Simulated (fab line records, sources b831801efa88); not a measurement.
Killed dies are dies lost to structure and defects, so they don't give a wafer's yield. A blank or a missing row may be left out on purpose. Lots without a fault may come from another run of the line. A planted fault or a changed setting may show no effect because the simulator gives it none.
A struck lot beside a sound one | flow sky130 | 14 steps out of a route of 708
Sound: wafers L199.1, L199.4, L199.6. Struck: wafers L214.3, L214.5, L214.6. The cause comes at the end.
At each step with rows: each side's tool, then ch and its chambers, then its first start. Under that, the readings that differ: sound wafers | struck wafers | difference of the means | sigmas: that difference in standard deviations of wafers without a fault.
alike: readings whose means differ by less than 2 such deviations, and words and numbers that are the same on both sides. not compared: withheld readings, readings that some wafer has no value for, bounds like >300 that may hide the same value, and numbers for which the record gives no deviation and whose values overlap.
The two part at a step that has a row with sigmas, a row that says differs or no value, or rows on one side only. Numbers that don't overlap but have no deviation are shown without sigmas and don't part them. A reading that every wafer of one side lacks parts them only if that side has two wafers or more.

first, 2 steps without rows for these wafers: SKY_METAL4_PEB_11; SKY_METAL4_DEVELOP_12 (develop time 60 s).
SKY_METAL4_CD_MEAS_13: target cd 300 nm.
  sound on cd_sem-02, day 43 10:17; struck on cd_sem-01, day 47 02:02
  alike: cd_nm
SKY_METAL4_OVL_MEAS_14:
  sound on overlay-02, day 43 10:24; struck on overlay-01, day 47 02:08
  alike: METAL4_OVL
SKY_METAL4_DESCUM_15: chemistry O2, time 8 s.
  sound on rie_metal-02 ch 1, day 43 10:26; struck on rie_metal-02 ch 0,1, day 47 02:10
  alike: drypump_motor_current_A, oes_product_au
  not compared: rf_hours_counter_h
SKY_METAL4_ETCH_16: etches BARC in N2/H2, stops on SiO2, time 88.2 s, target depth 60 nm.
  sound on rie_metal-02 ch 1, day 43 10:28; struck on rie_metal-02 ch 0,1, day 47 02:14
  alike: drypump_motor_current_A, oes_product_au, throttle_valve_pct
  not compared: rf_hours_counter_h
SKY_METAL4_ETCH_17: etches SiO2 in C4F8/O2/Ar, stops on TiN, time 3.9 s, target depth 15 nm.
  sound on rie_diel-01 ch 0,1, day 43 10:34; struck on rie_diel-03 ch 0,2,3, day 47 02:20
  alike: oes_product_au
SKY_METAL4_METAL_ETCH_18: etches the open film in Cl2/BCl3, stops on SiO2, target depth 845 nm, time 183.1 s.
  sound on rie_metal-04 ch 0,1, day 43 10:35; struck on rie_metal-02 ch 0,1, day 47 02:25
  reading                     | sound       | struck      | difference | sigmas
  drypump_motor_current_A (A) | 5.0 5.1 5.1 | 5.8 5.8 6.6 | +1.0       | +2
  alike: oes_product_au, throttle_valve_pct
  not compared: rf_hours_counter_h
SKY_METAL4_STRIP_19: strips in O2/N2.
  sound on plasma_asher-03 ch 0,1, day 43 10:46; struck on plasma_asher-02 ch 0,1, day 47 02:37
  reading                      | sound             | struck            | difference | sigmas
  oes_product_au (a.u.)        | 0.514 0.505 0.516 | 0.489 0.500 0.494 | -0.017     | -2
  strip_time_to_endpoint_s (s) | 6.78 6.67 6.79    | 6.36 6.42 6.34    | -0.37      | -3
  alike: drypump_motor_current_A
  not compared: rf_hours_counter_h
then, 3 steps without rows for these wafers: SKY_METAL4_STRIP_20 (strips in post etch residue remover, time 1200 s); SKY_METAL4_CLEAN_21 (cleans in IPA, time 180 s); SKY_METAL4_CLEAN_22 (cleans in O3/DIW).
SKY_VIA4_HDPCVD_00: deposits SiO2, target thk 1750 nm, time 291.7 s.
  sound on hdpcvd-02 ch 1,2, day 43 11:23; struck on hdpcvd-01 ch 1,2, day 47 03:10
  no value came back on the struck wafers for pressure_mtorr (mTorr), run_length_s (s); on the sound wafers pressure_mtorr (mTorr) reads 5.994 5.987 6.010
SKY_PAD_OPEN_PROBE_99:
  the record has rows for the sound wafers here (prober-01, day 47 09:07) and none for the struck ones

WHERE THEY PART
First at SKY_METAL4_METAL_ETCH_18; last, within this record, at SKY_PAD_OPEN_PROBE_99.

WHY: what the simulator had put in
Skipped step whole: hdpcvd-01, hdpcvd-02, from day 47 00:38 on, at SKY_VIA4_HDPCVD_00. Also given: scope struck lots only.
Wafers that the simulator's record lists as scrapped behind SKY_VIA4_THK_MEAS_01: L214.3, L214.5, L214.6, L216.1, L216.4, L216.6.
